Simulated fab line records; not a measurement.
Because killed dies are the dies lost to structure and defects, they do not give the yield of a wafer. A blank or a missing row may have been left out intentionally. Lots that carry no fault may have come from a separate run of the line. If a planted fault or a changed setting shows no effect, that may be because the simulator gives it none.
8D (eight disciplines) problem report, filled in by code / flow gf180mcu / the parts of the form that need people (team, actions taken, sign-off) are left out

## 1. THE ISSUE
CONTACT_CVD_00_THK at GF_CONTACT_THK_MEAS_01 reads a mean of 444 nm on 1 wafer of 1 lot; wafers without a fault read 299 nm with a standard deviation of 4. That puts it +36 standard deviations away from the usual mean.
Earliest sighting: wafer L309.2 on filmMetro-02 at day 21 22:37. At this step, 36 wafers from 12 lots have a number in the record. Rule for "out" (also "out of limits"): further than 4 standard deviations from the usual mean. Any other wafer with a number is counted as sound.

## 2. WHAT IT IS, WHAT IT ISN'T
question=which readings at this step | is=CONTACT_CVD_00_THK | is not=-
question=which lots | is=L309 | is not=L290, L291, L293, L294, L295, L296, L298, L300, L301, L302, L312
question=which wafers of those lots | is=L309.2 | is not=L309.3, L309.6
question=read on which gauges | is=filmMetro-02 | is not=filmMetro-01, filmMetro-03
question=when | is=from day 21 22:37 | is not=up to then (32 sound wafers); but 3 sound wafers of L312 came after

## 3. WHAT RULES OUT EACH SUSPECT
Counting: a tool at a process step up to the reading stays a suspect if it ran every lot that is out. Sound lots after the first of them don't rule it out here, since some wafers of a struck lot are sound.
- the gauge at GF_CONTACT_THK_MEAS_01 is ruled out. All the wafers that are out were read on filmMetro-02, but those of them that GF_CONTACT_CVD_00 has rows for are out there too, on other tools.
- plasmaAsher-02 at GF_SAB_STRIP_13 (strips in O2/N2): kept. The lot that is out, L309, ran on it at day 21 21:50; the last sound lot it ran before that was L301, at day 19 01:40.
- hdpcvd-02 at GF_CONTACT_CVD_00 (deposits SiO2, target thk 300 nm, time 50 s): kept. The lot that is out, L309, ran on it at day 21 22:34; the last sound lot it ran before that was L301, at day 19 02:23. Its own readings are out on those wafers: sih4FlowSccm.
- At GF_CONTACT_CVD_00, inside hdpcvd-02: chamber 2 took the wafers that are out, while their sound lot-mates went through chambers 0, 1.
Remaining after the count are plasmaAsher-02 at GF_SAB_STRIP_13 and hdpcvd-02 at GF_CONTACT_CVD_00.

## 4. THE CAUSE (what the simulator had put in)
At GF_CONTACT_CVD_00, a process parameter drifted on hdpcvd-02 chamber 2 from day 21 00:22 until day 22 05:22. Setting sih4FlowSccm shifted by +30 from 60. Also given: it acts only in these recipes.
Of the 2 suspects that counting leaves, this tool is one.

## 5. THE CHAIN OF EFFECTS, in route order
Rows list readings where the struck wafers' mean (over those with a number) sits beyond 3 standard deviations from the usual. Only readings for which the record gives a usual standard deviation are gone through. hours: the time from each lot's start at the first step in this table that gives one to its start at this step, as a median over the lots. sigmas: the change in usual standard deviations.
hours=0; step=GF_CONTACT_CVD_00; reading=sih4FlowSccm; usual=59.99 sccm; on struck wafers=89.87; change=+29.88; sigmas=+99 or more
hours=0; step=GF_CONTACT_THK_MEAS_01; reading=CONTACT_CVD_00_THK; usual=299 nm; on struck wafers=444; change=+145; sigmas=+36
hours=-; step=GF_CONTACT_ETCH_17; reading=oesProductAu; usual=0.814 a.u.; on struck wafers=0.888; change=+0.074; sigmas=+15
Here are the process steps it includes:
- GF_CONTACT_CVD_00: deposits SiO2, target thk 300 nm, time 50 s.
- GF_CONTACT_ETCH_17: etches SiO2 in C4F8/O2/Ar, stops on CoSi2, target depth 860 nm.
Later steps that measure or inspect, where all struck wafers having a row at the step show a number for every such reading and not one has moved that far: GF_CONTACT_THK_MEAS_26.

## 6. HOW IT WOULD HAVE BEEN CAUGHT EARLIER
In this record the first reading out of limits at a measuring or inspecting step was taken at day 21 22:37, 22 hours after the fault began at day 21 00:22.
Tool's own readings at GF_CONTACT_CVD_00, sih4FlowSccm: out on all struck wafers the step has rows for; an alarm limit on them would have tripped on the first.
By day 21 22:37, every lot that is out (1) had started GF_CONTACT_CVD_00 on hdpcvd-02. A hold on the tool at that time would have spared none of them.
